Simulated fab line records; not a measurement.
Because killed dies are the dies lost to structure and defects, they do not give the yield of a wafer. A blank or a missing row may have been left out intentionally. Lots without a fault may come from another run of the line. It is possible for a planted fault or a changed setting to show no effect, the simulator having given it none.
Code-filled problem report in 8D (eight disciplines) form || flow sky130 || the parts of the form that need people (team, actions taken, sign-off) are left out

== 1. WHAT IS WRONG ==
Wafers without a fault read 200.1 nm, standard deviation 1.7; cd-nm at SKY_VIA3_CD_MEAS_12 reads a mean of 169.1 nm on 2 wafers belonging to 2 lots. That is -18 standard deviations from the usual mean.
The step: target cd 200 nm.
First seen on wafer L929.3, day 43 21:43, on cd-sem-01. At this step, 34 wafers from 12 lots have a number in the record. Rule for "out" (also "out of limits"): further than 4 standard deviations from the usual mean. Any other wafer with a number is counted as sound.

== 2. WHAT IT IS, WHAT IT ISN'T ==
{"question": "which readings at this step", "is": "cd-nm", "is not": "-"}
{"question": "which lots", "is": "L929, L930", "is not": "L916, L918, L919, L920, L921, L922, L923, L925, L926, L928"}
{"question": "which wafers of those lots", "is": "L929.3, L930.2", "is not": "L929.1, L930.1"}
{"question": "read on which gauges", "is": "cd-sem-01, cd-sem-02", "is not": "-"}
{"question": "when", "is": "from day 43 21:43", "is not": "up to then (31 sound wafers); but 1 sound wafer of L930 came after"}

== 3. WHAT RULES OUT EACH SUSPECT ==
Counting: a tool at a process step up to the reading stays a suspect if it ran every lot that is out. Sound lots after the first of them don't rule it out here, since some wafers of a struck lot are sound.
- the gauge at SKY_VIA3_CD_MEAS_12 is ruled out. Those wafers that are out were read across 2 gauges (cd-sem-01, cd-sem-02).
- plasma-asher-02 at SKY_NWELL_STRIP_25 (strips in O2/N2): kept. It ran every lot that is out, first L929 (day 8 18:35); its last sound lot up to then is L928 (day 8 08:29).
- krf-scanner-01 at SKY_VIA3_EXPOSE_09 (exposes mask VIM3, target cd 200 nm): kept. It ran every lot that is out, first L929 (day 43 09:46); its last sound lot up to then is L928 (day 42 16:31).
Remaining after the count are plasma-asher-02 at SKY_NWELL_STRIP_25 and krf-scanner-01 at SKY_VIA3_EXPOSE_09.

== 4. THE CAUSE (what the simulator had put in) ==
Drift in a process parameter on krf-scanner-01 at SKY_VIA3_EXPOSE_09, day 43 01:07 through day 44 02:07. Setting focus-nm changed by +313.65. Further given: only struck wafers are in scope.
This tool is one of the 2 suspects left after counting.

== 5. THE CHAIN OF EFFECTS, in route order ==
Each row: a reading where the mean over the struck wafers with a number is more than 3 standard deviations away from the usual. Scope: only readings with a usual standard deviation given in the record; hours: median across lots of the time from each lot's start at the first step in this table that gives one to its start at this step; sigmas: change in usual standard deviations.
{"hours": 0, "step": "SKY_VIA3_CD_MEAS_12", "reading": "cd-nm", "usual": "200.1 nm", "on struck wafers": 169.1, "change": -31.0, "sigmas": -18}
{"hours": 129, "step": "SKY_PAD_OPEN_PROBE_99", "reading": "defect-limited-yield", "usual": "82.7 %", "on struck wafers": 68.6, "change": -14.1, "sigmas": -7.8}
{"hours": 129, "step": "SKY_PAD_OPEN_PROBE_99", "reading": "killed_at_M0_to_M3", "usual": 44, "on struck wafers": 110, "change": "+66", "sigmas": "+9.7"}
{"hours": 129, "step": "SKY_PAD_OPEN_PROBE_99", "reading": "killed-dies", "usual": 85, "on struck wafers": 154, "change": "+70", "sigmas": "+8.0"}
{"hours": 129, "step": "SKY_PAD_OPEN_PROBE_99", "reading": "killed-on-rim", "usual": 16, "on struck wafers": 58, "change": "+42", "sigmas": "+11"}
{"hours": 129, "step": "SKY_PAD_OPEN_PROBE_99", "reading": "sort_bin_5_function", "usual": "10.1 %", "on struck wafers": 23.9, "change": "+13.8", "sigmas": "+9.9"}
{"hours": 129, "step": "SKY_PAD_OPEN_PROBE_99", "reading": "sort-n-pass", "usual": 407, "on struck wafers": 338, "change": -70, "sigmas": -8.0}
{"hours": 129, "step": "SKY_PAD_OPEN_PROBE_99", "reading": "sort-yield-pct", "usual": "82.7 %", "on struck wafers": 68.6, "change": -14.1, "sigmas": -7.8}
Here are the process steps it includes:
- SKY_PAD_OPEN_PROBE_99

== 6. HOW IT WOULD HAVE BEEN CAUGHT EARLIER ==
Counted from the fault's start at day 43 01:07, it took 21 hours until the first out-of-limits reading at a measuring or inspecting step in this record, taken at day 43 21:43.
No tool reading at SKY_VIA3_EXPOSE_09 that has a usual standard deviation in the record was out on any struck wafer, so an alarm limit of 4 standard deviations on those readings would not have fired.
The start of SKY_VIA3_EXPOSE_09 on krf-scanner-01 came by day 43 21:43 for every one of the lots that are out (2). Tool hold at that time: it would have spared none of them.
